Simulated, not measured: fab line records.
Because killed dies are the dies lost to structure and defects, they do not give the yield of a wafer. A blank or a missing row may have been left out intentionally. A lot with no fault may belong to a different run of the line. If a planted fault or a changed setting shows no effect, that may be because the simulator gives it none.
Chamber matching	flow gf180mcu	GF_STI_CVD_23 on hdpcvd-02 has 3 sister chambers
The step deposits SiO2, target thk 650 nm, time 108.3 s. 3 wafers are shown with their chamber, then 6 later ones without.

EACH WAFER AND ITS CHAMBER
wafer	chamber	pressure-mtorr (mTorr)
L187.3	0	5.996
L189.4	1	6.010
L189.6	2	6.014

WAFERS MISSING THEIR CHAMBER
wafer	pressure-mtorr (mTorr)
L191.1	6.023
L191.2	5.989
L191.5	6.008
L192.1	6.005
L192.5	6.002
L192.6	5.989

WHICH CHAMBER EACH WENT THROUGH
wafer	from the rows above	in truth
L191.1	can't be placed: 2 or 1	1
L191.2	0	0
L191.5	can't be placed: 1 or 2 or 0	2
L192.1	can't be placed: 1 or 0 or 2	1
L192.5	can't be placed: 0 or 1 or 2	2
L192.6	0	0
Correct placement for 2 of the 6. Not placeable from these rows: 4 (in 4, the candidates include the true chamber). 0 placed wrongly.
How it was worked out, from the rows above alone: a wafer's distance from a chamber is the root of the sum, over the readings, of the square of ((its reading less the chamber's mean) divided by the reading's scatter). If the next closest chamber is less than 2 further off than the closest, the wafer can't be placed; otherwise it belongs to the closest. The mean given for a chamber averages the wafers shown for that chamber. The scatter: with one shown wafer a chamber, the root of the mean of the squares of how far each hidden wafer lies from its nearest shown one.
